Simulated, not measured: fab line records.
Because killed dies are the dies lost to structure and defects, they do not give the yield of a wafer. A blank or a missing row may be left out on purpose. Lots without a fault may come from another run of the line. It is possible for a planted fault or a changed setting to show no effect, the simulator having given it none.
fab line records :: flow gf180mcu
[record]
  lots = 13
  wafers = 39
  last-day = 34
route steps=602 shown M2@377 V2@387
lots that met no fault: taken from a fault-free run of the same line
start-h: hours from the record's opening day to when the first of the lot's shown wafers began :: wait-h: time in hours since the lot's previous step :: " identical to the entry in the row above :: L1.1+2: several wafers, shown together as one row :: - no value, or no start given :: * or withheld: withheld :: < > ~ a bound
route shown NAME@n: NAME is a module with steps in the file, n the number in the route of the first one :: usual: mean and standard deviation over wafers with no fault :: same: alike in all rows :: chamber/n: place in a boat :: sites: each site's reading :: _std_site: how widely they spread, as a standard deviation :: _edge_site: inner sites' mean taken away from outer sites' mean :: radius-mm: how far each site lies from the wafer's centre :: mask NAME#n: copy n :: behind: the last tool/chamber to shape the wafer :: hold: the reason the lot was held/the length of the hold in hours/how it ended :: device: whichever transistor did not switch (one of n, p or np) :: end of line: the same wafers' tests at the end of the route :: a step given without rows: its recipe and nothing more :: killed: dies that structure and defects cost at the first sort, which is not the same as the wafer's yield :: map: shows each die of a wafer: x if killed, . if not, _ if none is there
set.NAME: the setting the step ran with; set.NAME@STEP: the setting that earlier step ran with :: model.NAME: the simulator's own value behind a step, which no gauge read
steps of the route over a sample of lots; a table a step, a row a wafer
services: from which hour (start-h, from the record's first day; less than 0 if before it) a tool's chamber was out of use, for how many hours, and why
[[steps]]
[step GF_M2_OVL_MEAS_15]
[usual]
  M2_OVL = 1/5.2
lot.wafer: L579.2
tool: overlay-01
chamber: -
start-h: 440.98
wait-h: 0.1
M2_OVL[nm]: 3

lot.wafer: L579.5
tool: overlay-01
chamber: -
start-h: 440.98
wait-h: 0.1
M2_OVL[nm]: -7

lot.wafer: L579.6
tool: overlay-01
chamber: -
start-h: 440.98
wait-h: 0.1
M2_OVL[nm]: 0

lot.wafer: L581.2
tool: overlay-01
chamber: -
start-h: 464.92
wait-h: 0.1
M2_OVL[nm]: 8

lot.wafer: L581.4
tool: overlay-01
chamber: -
start-h: 464.92
wait-h: 0.1
M2_OVL[nm]: 7

lot.wafer: L581.6
tool: overlay-01
chamber: -
start-h: 464.92
wait-h: 0.1
M2_OVL[nm]: 2

lot.wafer: L582.1
tool: overlay-01
chamber: -
start-h: 474.66
wait-h: 0.1
M2_OVL[nm]: -2

lot.wafer: L582.5
tool: overlay-01
chamber: -
start-h: 474.66
wait-h: 0.1
M2_OVL[nm]: 0

lot.wafer: L582.6
tool: overlay-01
chamber: -
start-h: 474.66
wait-h: 0.1
M2_OVL[nm]: -12

lot.wafer: L583.3
tool: overlay-01
chamber: -
start-h: 478.82
wait-h: 0.1
M2_OVL[nm]: 1

lot.wafer: L583.4
tool: overlay-01
chamber: -
start-h: 478.82
wait-h: 0.1
M2_OVL[nm]: 2

lot.wafer: L583.6
tool: overlay-01
chamber: -
start-h: 478.82
wait-h: 0.1
M2_OVL[nm]: 1

lot.wafer: L586.1
tool: overlay-02
chamber: -
start-h: 508.06
wait-h: 0.1
M2_OVL[nm]: 1

lot.wafer: L586.2
tool: overlay-02
chamber: -
start-h: 508.06
wait-h: 0.1
M2_OVL[nm]: 4

lot.wafer: L586.4
tool: overlay-02
chamber: -
start-h: 508.06
wait-h: 0.1
M2_OVL[nm]: 7

lot.wafer: L587.3
tool: overlay-02
chamber: -
start-h: 512.15
wait-h: 0.1
M2_OVL[nm]: 0

lot.wafer: L587.4
tool: overlay-02
chamber: -
start-h: 512.15
wait-h: 0.1
M2_OVL[nm]: -9

lot.wafer: L587.6
tool: overlay-02
chamber: -
start-h: 512.15
wait-h: 0.1
M2_OVL[nm]: 8

lot.wafer: L588.1
tool: overlay-02
chamber: -
start-h: 527.46
wait-h: 0.1
M2_OVL[nm]: 2

lot.wafer: L588.3
tool: overlay-02
chamber: -
start-h: 527.46
wait-h: 0.1
M2_OVL[nm]: -2

lot.wafer: L588.6
tool: overlay-02
chamber: -
start-h: 527.46
wait-h: 0.1
M2_OVL[nm]: -6

lot.wafer: L589.3
tool: overlay-02
chamber: -
start-h: 532.59
wait-h: 0.1
M2_OVL[nm]: 7

lot.wafer: L589.5
tool: overlay-02
chamber: -
start-h: 532.59
wait-h: 0.1
M2_OVL[nm]: 3

lot.wafer: L589.6
tool: overlay-02
chamber: -
start-h: 532.59
wait-h: 0.1
M2_OVL[nm]: 5

lot.wafer: L590.4
tool: overlay-02
chamber: -
start-h: 541.69
wait-h: 0.1
M2_OVL[nm]: 3

lot.wafer: L590.5
tool: overlay-02
chamber: -
start-h: 541.69
wait-h: 0.1
M2_OVL[nm]: 6

lot.wafer: L590.6
tool: overlay-02
chamber: -
start-h: 541.69
wait-h: 0.1
M2_OVL[nm]: 4

lot.wafer: L593.2
tool: overlay-02
chamber: -
start-h: 562.94
wait-h: 0.1
M2_OVL[nm]: 1

lot.wafer: L593.3
tool: overlay-02
chamber: -
start-h: 562.94
wait-h: 0.1
M2_OVL[nm]: -1

lot.wafer: L593.6
tool: overlay-02
chamber: -
start-h: 562.94
wait-h: 0.1
M2_OVL[nm]: -2

lot.wafer: L597.3
tool: overlay-01
chamber: -
start-h: 596.60
wait-h: 0.1
M2_OVL[nm]: -4

lot.wafer: L597.5
tool: overlay-01
chamber: -
start-h: 596.60
wait-h: 0.1
M2_OVL[nm]: -5

lot.wafer: L597.6
tool: overlay-01
chamber: -
start-h: 596.60
wait-h: 0.1
M2_OVL[nm]: -9

lot.wafer: L599.2
tool: overlay-02
chamber: -
start-h: 608.68
wait-h: 0.1
M2_OVL[nm]: -3

lot.wafer: L599.3
tool: overlay-02
chamber: -
start-h: 608.68
wait-h: 0.1
M2_OVL[nm]: 3

lot.wafer: L599.6
tool: overlay-02
chamber: -
start-h: 608.68
wait-h: 0.1
M2_OVL[nm]: 1

lot.wafer: L601.1
tool: overlay-02
chamber: -
start-h: 624.82
wait-h: 0.1
M2_OVL[nm]: -1

lot.wafer: L601.4
tool: overlay-02
chamber: -
start-h: 624.82
wait-h: 0.1
M2_OVL[nm]: -2

lot.wafer: L601.5
tool: overlay-02
chamber: -
start-h: 624.82
wait-h: 0.1
M2_OVL[nm]: 1
[step GF_V2_BOW_MEAS_05]
[recipe]
  mode = bow
[usual]
  V2_BOW = 100/8.2
lot.wafer: L579.2
tool: film-metro-03
chamber: -
start-h: 442.25
wait-h: 0.2
V2_BOW[um]: 110

lot.wafer: L579.5
tool: film-metro-03
chamber: -
start-h: 442.25
wait-h: 0.2
V2_BOW[um]: 105

lot.wafer: L579.6
tool: film-metro-03
chamber: -
start-h: 442.25
wait-h: 0.2
V2_BOW[um]: 96

lot.wafer: L581.2
tool: film-metro-03
chamber: -
start-h: 466.66
wait-h: 0.2
V2_BOW[um]: 112

lot.wafer: L581.4
tool: film-metro-03
chamber: -
start-h: 466.66
wait-h: 0.2
V2_BOW[um]: 109

lot.wafer: L581.6
tool: film-metro-03
chamber: -
start-h: 466.66
wait-h: 0.2
V2_BOW[um]: 106

lot.wafer: L582.1
tool: film-metro-01
chamber: -
start-h: 476.06
wait-h: 0.2
V2_BOW[um]: 102

lot.wafer: L582.5
tool: film-metro-01
chamber: -
start-h: 476.06
wait-h: 0.2
V2_BOW[um]: 93

lot.wafer: L582.6
tool: film-metro-01
chamber: -
start-h: 476.06
wait-h: 0.2
V2_BOW[um]: 109

lot.wafer: L583.3
tool: film-metro-03
chamber: -
start-h: 480.25
wait-h: 0.1
V2_BOW[um]: 77

lot.wafer: L583.4
tool: film-metro-03
chamber: -
start-h: 480.25
wait-h: 0.1
V2_BOW[um]: 84

lot.wafer: L583.6
tool: film-metro-03
chamber: -
start-h: 480.25
wait-h: 0.1
V2_BOW[um]: 96

lot.wafer: L586.1
tool: film-metro-03
chamber: -
start-h: 509.32
wait-h: 0.2
V2_BOW[um]: 96

lot.wafer: L586.2
tool: film-metro-03
chamber: -
start-h: 509.32
wait-h: 0.2
V2_BOW[um]: 103

lot.wafer: L586.4
tool: film-metro-03
chamber: -
start-h: 509.32
wait-h: 0.2
V2_BOW[um]: 107

lot.wafer: L587.3
tool: film-metro-02
chamber: -
start-h: 513.44
wait-h: 0.2
V2_BOW[um]: 97

lot.wafer: L587.4
tool: film-metro-02
chamber: -
start-h: 513.44
wait-h: 0.2
V2_BOW[um]: 106

lot.wafer: L587.6
tool: film-metro-02
chamber: -
start-h: 513.44
wait-h: 0.2
V2_BOW[um]: 105

lot.wafer: L588.1
tool: film-metro-02
chamber: -
start-h: 528.72
wait-h: 0.1
V2_BOW[um]: 89

lot.wafer: L588.3
tool: film-metro-02
chamber: -
start-h: 528.72
wait-h: 0.1
V2_BOW[um]: 90

lot.wafer: L588.6
tool: film-metro-02
chamber: -
start-h: 528.72
wait-h: 0.1
V2_BOW[um]: 91

lot.wafer: L589.3
tool: film-metro-02
chamber: -
start-h: 533.94
wait-h: 0.3
V2_BOW[um]: 98

lot.wafer: L589.5
tool: film-metro-02
chamber: -
start-h: 533.94
wait-h: 0.3
V2_BOW[um]: 92

lot.wafer: L589.6
tool: film-metro-02
chamber: -
start-h: 533.94
wait-h: 0.3
V2_BOW[um]: 94

lot.wafer: L590.4
tool: film-metro-02
chamber: -
start-h: 542.99
wait-h: 0.3
V2_BOW[um]: 90

lot.wafer: L590.5
tool: film-metro-02
chamber: -
start-h: 542.99
wait-h: 0.3
V2_BOW[um]: 106

lot.wafer: L590.6
tool: film-metro-02
chamber: -
start-h: 542.99
wait-h: 0.3
V2_BOW[um]: 97

lot.wafer: L593.2
tool: film-metro-03
chamber: -
start-h: 564.23
wait-h: 0.3
V2_BOW[um]: 112

lot.wafer: L593.3
tool: film-metro-03
chamber: -
start-h: 564.23
wait-h: 0.3
V2_BOW[um]: 113

lot.wafer: L593.6
tool: film-metro-03
chamber: -
start-h: 564.23
wait-h: 0.3
V2_BOW[um]: 107

lot.wafer: L597.3
tool: film-metro-03
chamber: -
start-h: 597.89
wait-h: 0.2
V2_BOW[um]: 106

lot.wafer: L597.5
tool: film-metro-03
chamber: -
start-h: 597.89
wait-h: 0.2
V2_BOW[um]: 108

lot.wafer: L597.6
tool: film-metro-03
chamber: -
start-h: 597.89
wait-h: 0.2
V2_BOW[um]: 111

lot.wafer: L599.2
tool: film-metro-03
chamber: -
start-h: 609.95
wait-h: 0.1
V2_BOW[um]: 99

lot.wafer: L599.3
tool: film-metro-03
chamber: -
start-h: 609.95
wait-h: 0.1
V2_BOW[um]: 80

lot.wafer: L599.6
tool: film-metro-03
chamber: -
start-h: 609.95
wait-h: 0.1
V2_BOW[um]: 98

lot.wafer: L601.1
tool: film-metro-02
chamber: -
start-h: 626.08
wait-h: 0.1
V2_BOW[um]: 89

lot.wafer: L601.4
tool: film-metro-02
chamber: -
start-h: 626.08
wait-h: 0.1
V2_BOW[um]: 85

lot.wafer: L601.5
tool: film-metro-02
chamber: -
start-h: 626.08
wait-h: 0.1
V2_BOW[um]: 95
[step GF_V2_EXPOSE_11]
[recipe]
  mask-id = Via2
  target-cd-nm = 260
  na = 0.68
  source-shape = conventional
  sigma-outer = 0.6
  dose-mj = 38
lot.wafer: L579.2+5+6
tool: krf-scanner-01
chamber: 0
start-h: 454.32
wait-h: -
mask: Via2#0

lot.wafer: L581.2+4+6
tool: krf-scanner-01
chamber: 0
start-h: 478.87
wait-h: -
mask: Via2#0

lot.wafer: L582.1+5+6
tool: krf-scanner-02
chamber: 0
start-h: 488.27
wait-h: -
mask: Via2#0

lot.wafer: L583.3+4+6
tool: krf-scanner-01
chamber: 0
start-h: 492.45
wait-h: -
mask: Via2#0

lot.wafer: L586.1+2+4
tool: krf-scanner-01
chamber: 0
start-h: 521.71
wait-h: -
mask: Via2#0

lot.wafer: L587.3+4+6
tool: krf-scanner-01
chamber: 0
start-h: 525.38
wait-h: -
mask: Via2#0

lot.wafer: L588.1+3+6
tool: krf-scanner-02
chamber: 0
start-h: 540.61
wait-h: -
mask: Via2#0

lot.wafer: L589.3+5+6
tool: krf-scanner-01
chamber: 0
start-h: 545.87
wait-h: -
mask: Via2#0

lot.wafer: L590.4+5+6
tool: krf-scanner-02
chamber: 0
start-h: 554.08
wait-h: -
mask: Via2#0

lot.wafer: L593.2+3+6
tool: krf-scanner-01
chamber: 0
start-h: 575.37
wait-h: -
mask: Via2#0

lot.wafer: L597.3+5+6
tool: krf-scanner-01
chamber: 0
start-h: 608.50
wait-h: -
mask: Via2#0

lot.wafer: L599.2+3+6
tool: krf-scanner-01
chamber: 0
start-h: 620.71
wait-h: -
mask: Via2#0

lot.wafer: L601.1+4+5
tool: krf-scanner-01
chamber: 0
start-h: 635.73
wait-h: -
mask: Via2#0
[step GF_V2_OVL_MEAS_15]
[usual]
  V2_OVL = 1/5.5
lot.wafer: L579.2
tool: overlay-01
chamber: -
start-h: 466.57
wait-h: 0.1
hold: -
V2_OVL[nm]: 5

lot.wafer: L579.5
tool: overlay-01
chamber: -
start-h: 466.57
wait-h: 0.1
hold: -
V2_OVL[nm]: 6

lot.wafer: L579.6
tool: overlay-01
chamber: -
start-h: 466.57
wait-h: 0.1
hold: -
V2_OVL[nm]: 6

lot.wafer: L581.2
tool: overlay-02
chamber: -
start-h: 490.83
wait-h: 0.1
hold: -
V2_OVL[nm]: 2

lot.wafer: L581.4
tool: overlay-02
chamber: -
start-h: 490.83
wait-h: 0.1
hold: -
V2_OVL[nm]: 3

lot.wafer: L581.6
tool: overlay-02
chamber: -
start-h: 490.83
wait-h: 0.1
hold: -
V2_OVL[nm]: 7

lot.wafer: L582.1
tool: overlay-01
chamber: -
start-h: 500.22
wait-h: 0.1
hold: -
V2_OVL[nm]: -6

lot.wafer: L582.5
tool: overlay-01
chamber: -
start-h: 500.22
wait-h: 0.1
hold: -
V2_OVL[nm]: -1

lot.wafer: L582.6
tool: overlay-01
chamber: -
start-h: 500.22
wait-h: 0.1
hold: -
V2_OVL[nm]: -6

lot.wafer: L583.3
tool: overlay-01
chamber: -
start-h: 504.32
wait-h: 0.1
hold: -
V2_OVL[nm]: 2

lot.wafer: L583.4
tool: overlay-01
chamber: -
start-h: 504.32
wait-h: 0.1
hold: -
V2_OVL[nm]: 5

lot.wafer: L583.6
tool: overlay-01
chamber: -
start-h: 504.32
wait-h: 0.1
hold: -
V2_OVL[nm]: -3

lot.wafer: L586.1
tool: overlay-02
chamber: -
start-h: 532.77
wait-h: 0.1
hold: -
V2_OVL[nm]: -6

lot.wafer: L586.2
tool: overlay-02
chamber: -
start-h: 532.77
wait-h: 0.1
hold: -
V2_OVL[nm]: -1

lot.wafer: L586.4
tool: overlay-02
chamber: -
start-h: 532.77
wait-h: 0.1
hold: -
V2_OVL[nm]: -3

lot.wafer: L587.3
tool: overlay-02
chamber: -
start-h: 536.69
wait-h: 0.1
hold: -
V2_OVL[nm]: 3

lot.wafer: L587.4
tool: overlay-02
chamber: -
start-h: 536.69
wait-h: 0.1
hold: -
V2_OVL[nm]: 2

lot.wafer: L587.6
tool: overlay-02
chamber: -
start-h: 536.69
wait-h: 0.1
hold: -
V2_OVL[nm]: 0

lot.wafer: L588.1
tool: overlay-02
chamber: -
start-h: 551.67
wait-h: 0.1
hold: await-dispo/0.2h/release
V2_OVL[nm]: 52

lot.wafer: L588.3
tool: overlay-02
chamber: -
start-h: 551.67
wait-h: 0.1
hold: await-dispo/0.2h/release
V2_OVL[nm]: 56

lot.wafer: L588.6
tool: overlay-02
chamber: -
start-h: 551.67
wait-h: 0.1
hold: await-dispo/0.2h/release
V2_OVL[nm]: 52

lot.wafer: L588.1
tool: overlay-02
chamber: -
start-h: 551.94
wait-h: 0.3
hold: -
V2_OVL[nm]: 51

lot.wafer: L588.3
tool: overlay-02
chamber: -
start-h: 551.94
wait-h: 0.3
hold: -
V2_OVL[nm]: 56

lot.wafer: L588.6
tool: overlay-02
chamber: -
start-h: 551.94
wait-h: 0.3
hold: -
V2_OVL[nm]: 49

lot.wafer: L589.3
tool: overlay-01
chamber: -
start-h: 556.87
wait-h: 0.1
hold: -
V2_OVL[nm]: 2

lot.wafer: L589.5
tool: overlay-01
chamber: -
start-h: 556.87
wait-h: 0.1
hold: -
V2_OVL[nm]: 4

lot.wafer: L589.6
tool: overlay-01
chamber: -
start-h: 556.87
wait-h: 0.1
hold: -
V2_OVL[nm]: 3

lot.wafer: L590.4
tool: overlay-02
chamber: -
start-h: 565.03
wait-h: 0.1
hold: await-dispo/0.2h/release
V2_OVL[nm]: 50

lot.wafer: L590.5
tool: overlay-02
chamber: -
start-h: 565.03
wait-h: 0.1
hold: await-dispo/0.2h/release
V2_OVL[nm]: 44

lot.wafer: L590.6
tool: overlay-02
chamber: -
start-h: 565.03
wait-h: 0.1
hold: await-dispo/0.2h/release
V2_OVL[nm]: 42

lot.wafer: L590.4
tool: overlay-02
chamber: -
start-h: 565.23
wait-h: 0.2
hold: -
V2_OVL[nm]: 50

lot.wafer: L590.5
tool: overlay-02
chamber: -
start-h: 565.23
wait-h: 0.2
hold: -
V2_OVL[nm]: 41

lot.wafer: L590.6
tool: overlay-02
chamber: -
start-h: 565.23
wait-h: 0.2
hold: -
V2_OVL[nm]: 42

lot.wafer: L593.2
tool: overlay-02
chamber: -
start-h: 586.11
wait-h: 0.1
hold: -
V2_OVL[nm]: -8

lot.wafer: L593.3
tool: overlay-02
chamber: -
start-h: 586.11
wait-h: 0.1
hold: -
V2_OVL[nm]: -1

lot.wafer: L593.6
tool: overlay-02
chamber: -
start-h: 586.11
wait-h: 0.1
hold: -
V2_OVL[nm]: -11

lot.wafer: L597.3
tool: overlay-01
chamber: -
start-h: 618.87
wait-h: 0.1
hold: -
V2_OVL[nm]: -4

lot.wafer: L597.5
tool: overlay-01
chamber: -
start-h: 618.87
wait-h: 0.1
hold: -
V2_OVL[nm]: -3

lot.wafer: L597.6
tool: overlay-01
chamber: -
start-h: 618.87
wait-h: 0.1
hold: -
V2_OVL[nm]: -2

lot.wafer: L599.2
tool: overlay-01
chamber: -
start-h: 631.12
wait-h: 0.1
hold: -
V2_OVL[nm]: 5

lot.wafer: L599.3
tool: overlay-01
chamber: -
start-h: 631.12
wait-h: 0.1
hold: -
V2_OVL[nm]: 6

lot.wafer: L599.6
tool: overlay-01
chamber: -
start-h: 631.12
wait-h: 0.1
hold: -
V2_OVL[nm]: 3

lot.wafer: L601.1
tool: overlay-01
chamber: -
start-h: 645.56
wait-h: 0.1
hold: -
V2_OVL[nm]: 3

lot.wafer: L601.4
tool: overlay-01
chamber: -
start-h: 645.56
wait-h: 0.1
hold: -
V2_OVL[nm]: 0

lot.wafer: L601.5
tool: overlay-01
chamber: -
start-h: 645.56
wait-h: 0.1
hold: -
V2_OVL[nm]: -1
[step GF_V2_SPUTTER_21]
[recipe]
  material = Ti
  target-thk-nm = 15
  chamber-pressure-pa = 5
  power-w = 2500
  substrate-temp-c = 200
  time-s = 80.02
[usual]
  chamber-pressure-pa = 4.999/0.0095
  substrate-temp-c = 199.98/0.16
  throttle-valve-pct = 30.0/0.65
lot.wafer: L579.2
tool: pvd-sputter-03
chamber: -
start-h: 467.29
wait-h: 0.0
chamber-pressure-pa: 4.989
substrate-temp-c: 199.96
throttle-valve-pct: 30.8

lot.wafer: L579.5
tool: pvd-sputter-03
chamber: -
start-h: 467.29
wait-h: 0.0
chamber-pressure-pa: 4.989
substrate-temp-c: 199.68
throttle-valve-pct: 30.6

lot.wafer: L579.6
tool: pvd-sputter-03
chamber: -
start-h: 467.29
wait-h: 0.0
chamber-pressure-pa: 5.015
substrate-temp-c: 199.97
throttle-valve-pct: 29.8

lot.wafer: L581.2
tool: pvd-sputter-02
chamber: -
start-h: 491.52
wait-h: 0.0
chamber-pressure-pa: 4.988
substrate-temp-c: 200.16
throttle-valve-pct: 31.5

lot.wafer: L581.4
tool: pvd-sputter-02
chamber: -
start-h: 491.52
wait-h: 0.0
chamber-pressure-pa: 5.006
substrate-temp-c: 200.20
throttle-valve-pct: 30.0

lot.wafer: L581.6
tool: pvd-sputter-02
chamber: -
start-h: 491.52
wait-h: 0.0
chamber-pressure-pa: 5.008
substrate-temp-c: 199.81
throttle-valve-pct: 31.1

lot.wafer: L582.1
tool: pvd-sputter-01
chamber: -
start-h: 500.92
wait-h: 0.0
chamber-pressure-pa: 4.990
substrate-temp-c: 199.99
throttle-valve-pct: 29.6

lot.wafer: L582.5
tool: pvd-sputter-01
chamber: -
start-h: 500.92
wait-h: 0.0
chamber-pressure-pa: 4.982
substrate-temp-c: 200.16
throttle-valve-pct: 29.9

lot.wafer: L582.6
tool: pvd-sputter-01
chamber: -
start-h: 500.92
wait-h: 0.0
chamber-pressure-pa: 4.986
substrate-temp-c: 199.85
throttle-valve-pct: 29.8

lot.wafer: L583.3
tool: pvd-sputter-02
chamber: -
start-h: 505.01
wait-h: 0.0
chamber-pressure-pa: 4.987
substrate-temp-c: 200.06
throttle-valve-pct: 29.0

lot.wafer: L583.4
tool: pvd-sputter-02
chamber: -
start-h: 505.01
wait-h: 0.0
chamber-pressure-pa: 4.983
substrate-temp-c: 200.31
throttle-valve-pct: 30.3

lot.wafer: L583.6
tool: pvd-sputter-02
chamber: -
start-h: 505.01
wait-h: 0.0
chamber-pressure-pa: 4.989
substrate-temp-c: 200.04
throttle-valve-pct: 31.5

lot.wafer: L586.1
tool: pvd-sputter-03
chamber: -
start-h: 533.54
wait-h: 0.0
chamber-pressure-pa: 5.011
substrate-temp-c: 200.13
throttle-valve-pct: 29.7

lot.wafer: L586.2
tool: pvd-sputter-03
chamber: -
start-h: 533.54
wait-h: 0.0
chamber-pressure-pa: 4.992
substrate-temp-c: 199.97
throttle-valve-pct: 30.0

lot.wafer: L586.4
tool: pvd-sputter-03
chamber: -
start-h: 533.54
wait-h: 0.0
chamber-pressure-pa: 4.991
substrate-temp-c: 200.20
throttle-valve-pct: 29.0

lot.wafer: L587.3
tool: pvd-sputter-01
chamber: -
start-h: 537.37
wait-h: 0.0
chamber-pressure-pa: 5.002
substrate-temp-c: 199.90
throttle-valve-pct: 30.3

lot.wafer: L587.4
tool: pvd-sputter-01
chamber: -
start-h: 537.37
wait-h: 0.0
chamber-pressure-pa: 5.002
substrate-temp-c: 200.14
throttle-valve-pct: 29.8

lot.wafer: L587.6
tool: pvd-sputter-01
chamber: -
start-h: 537.37
wait-h: 0.0
chamber-pressure-pa: 5.004
substrate-temp-c: 200.07
throttle-valve-pct: 29.5

lot.wafer: L588.1
tool: pvd-sputter-01
chamber: -
start-h: 557.42
wait-h: 0.0
chamber-pressure-pa: 5.002
substrate-temp-c: 200.02
throttle-valve-pct: 29.3

lot.wafer: L588.3
tool: pvd-sputter-01
chamber: -
start-h: 557.42
wait-h: 0.0
chamber-pressure-pa: 4.995
substrate-temp-c: 200.25
throttle-valve-pct: 29.8

lot.wafer: L588.6
tool: pvd-sputter-01
chamber: -
start-h: 557.42
wait-h: 0.0
chamber-pressure-pa: 5.015
substrate-temp-c: 199.82
throttle-valve-pct: 29.7

lot.wafer: L589.3
tool: pvd-sputter-01
chamber: -
start-h: 557.60
wait-h: 0.0
chamber-pressure-pa: 5.007
substrate-temp-c: 199.98
throttle-valve-pct: 29.4

lot.wafer: L589.5
tool: pvd-sputter-01
chamber: -
start-h: 557.60
wait-h: 0.0
chamber-pressure-pa: 4.984
substrate-temp-c: 199.94
throttle-valve-pct: 30.2

lot.wafer: L589.6
tool: pvd-sputter-01
chamber: -
start-h: 557.60
wait-h: 0.0
chamber-pressure-pa: 4.989
substrate-temp-c: 199.77
throttle-valve-pct: 29.5

lot.wafer: L590.4
tool: pvd-sputter-02
chamber: -
start-h: 570.37
wait-h: 0.0
chamber-pressure-pa: 4.991
substrate-temp-c: 199.81
throttle-valve-pct: 30.4

lot.wafer: L590.5
tool: pvd-sputter-02
chamber: -
start-h: 570.37
wait-h: 0.0
chamber-pressure-pa: 4.993
substrate-temp-c: 199.98
throttle-valve-pct: 30.0

lot.wafer: L590.6
tool: pvd-sputter-02
chamber: -
start-h: 570.37
wait-h: 0.0
chamber-pressure-pa: 5.017
substrate-temp-c: 199.70
throttle-valve-pct: 31.5

lot.wafer: L593.2
tool: pvd-sputter-03
chamber: -
start-h: 586.81
wait-h: 0.0
chamber-pressure-pa: 4.993
substrate-temp-c: 199.57
throttle-valve-pct: 29.9

lot.wafer: L593.3
tool: pvd-sputter-03
chamber: -
start-h: 586.81
wait-h: 0.0
chamber-pressure-pa: 4.996
substrate-temp-c: 200.20
throttle-valve-pct: 29.9

lot.wafer: L593.6
tool: pvd-sputter-03
chamber: -
start-h: 586.81
wait-h: 0.0
chamber-pressure-pa: 5.004
substrate-temp-c: 199.86
throttle-valve-pct: 29.6

lot.wafer: L597.3
tool: pvd-sputter-02
chamber: -
start-h: 619.59
wait-h: 0.0
chamber-pressure-pa: 5.008
substrate-temp-c: 199.97
throttle-valve-pct: 29.2

lot.wafer: L597.5
tool: pvd-sputter-02
chamber: -
start-h: 619.59
wait-h: 0.0
chamber-pressure-pa: 4.998
substrate-temp-c: 200.12
throttle-valve-pct: 30.2

lot.wafer: L597.6
tool: pvd-sputter-02
chamber: -
start-h: 619.59
wait-h: 0.0
chamber-pressure-pa: 5.010
substrate-temp-c: 199.91
throttle-valve-pct: 31.6

lot.wafer: L599.2
tool: pvd-sputter-03
chamber: -
start-h: 631.81
wait-h: 0.0
chamber-pressure-pa: 4.988
substrate-temp-c: 200.13
throttle-valve-pct: 29.9

lot.wafer: L599.3
tool: pvd-sputter-03
chamber: -
start-h: 631.81
wait-h: 0.0
chamber-pressure-pa: 4.993
substrate-temp-c: 199.87
throttle-valve-pct: 30.9

lot.wafer: L599.6
tool: pvd-sputter-03
chamber: -
start-h: 631.81
wait-h: 0.0
chamber-pressure-pa: 5.012
substrate-temp-c: 199.82
throttle-valve-pct: 29.2

lot.wafer: L601.1
tool: pvd-sputter-01
chamber: -
start-h: 646.29
wait-h: 0.0
chamber-pressure-pa: 4.980
substrate-temp-c: 199.89
throttle-valve-pct: 29.7

lot.wafer: L601.4
tool: pvd-sputter-01
chamber: -
start-h: 646.29
wait-h: 0.0
chamber-pressure-pa: 4.995
substrate-temp-c: 200.34
throttle-valve-pct: 30.3

lot.wafer: L601.5
tool: pvd-sputter-01
chamber: -
start-h: 646.29
wait-h: 0.0
chamber-pressure-pa: 4.988
substrate-temp-c: 200.02
throttle-valve-pct: 29.6
[[services]]
tool: pvd-sputter-02
chamber: -
start-h: 437.09
hours: 8.5
kind: repair

tool: krf-scanner-01
chamber: -
start-h: 449.84
hours: 0.7
kind: repair

tool: krf-scanner-01
chamber: -
start-h: 457.87
hours: 3.6
kind: pm

tool: krf-scanner-02
chamber: -
start-h: 462.05
hours: 5.5
kind: pm

tool: krf-scanner-02
chamber: -
start-h: 467.55
hours: 0.8
kind: pm

tool: krf-scanner-02
chamber: -
start-h: 471.51
hours: 1.3
kind: pm

tool: krf-scanner-02
chamber: -
start-h: 491.22
hours: 4.3
kind: repair

tool: krf-scanner-01
chamber: -
start-h: 520.77
hours: 0.8
kind: pm

tool: pvd-sputter-01
chamber: 2
start-h: 555.36
hours: -
kind: consumable-replace:kit

tool: krf-scanner-01
chamber: -
start-h: 561.21
hours: 1.8
kind: repair

tool: krf-scanner-02
chamber: -
start-h: 562.97
hours: 1.0
kind: pm

tool: krf-scanner-02
chamber: -
start-h: 570.17
hours: 1.7
kind: repair

tool: pvd-sputter-03
chamber: 3
start-h: 573.92
hours: -
kind: consumable-replace:kit

tool: pvd-sputter-03
chamber: 3
start-h: 573.92
hours: 18.0
kind: scheduled-down

tool: pvd-sputter-03
chamber: 3
start-h: 573.92
hours: 18.0
kind: vent-cycle

tool: krf-scanner-01
chamber: -
start-h: 575.47
hours: 1.0
kind: pm

tool: krf-scanner-01
chamber: -
start-h: 576.47
hours: 1.3
kind: pm

tool: pvd-sputter-01
chamber: -
start-h: 586.78
hours: 4.7
kind: repair

tool: krf-scanner-01
chamber: -
start-h: 595.58
hours: 0.6
kind: repair

tool: krf-scanner-02
chamber: -
start-h: 629.41
hours: 0.2
kind: repair

tool: krf-scanner-02
chamber: -
start-h: 630.98
hours: 0.8
kind: pm

tool: pvd-sputter-02
chamber: 3
start-h: 645.35
hours: -
kind: consumable-replace:kit

tool: pvd-sputter-02
chamber: 3
start-h: 645.35
hours: 18.0
kind: scheduled-down

tool: pvd-sputter-02
chamber: 3
start-h: 645.35
hours: 18.0
kind: vent-cycle
[[key]]
[first-sign]
  step = GF_V2_OVL_MEAS_15
  reading = visit
  direction = added
[effect]
  step = GF_V2_OVL_MEAS_15
  reading = V2_OVL
  direction = up
  sigmas = 8.8
  usual = 1
  struck = 50
met-at GF_V2_EXPOSE_11
struck-lots L588,L590
not-acting-at GF_M2_OVL_MEAS_15,GF_V2_BOW_MEAS_05,GF_V2_SPUTTER_21
onset-between 488.27 540.61
[fault]
  kind = scanner-matching-overlay
  tool = krf-scanner-02
  chamber = -
  onset-h = 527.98
  steps = GF_V2_EXPOSE_11
  offset = 42.397
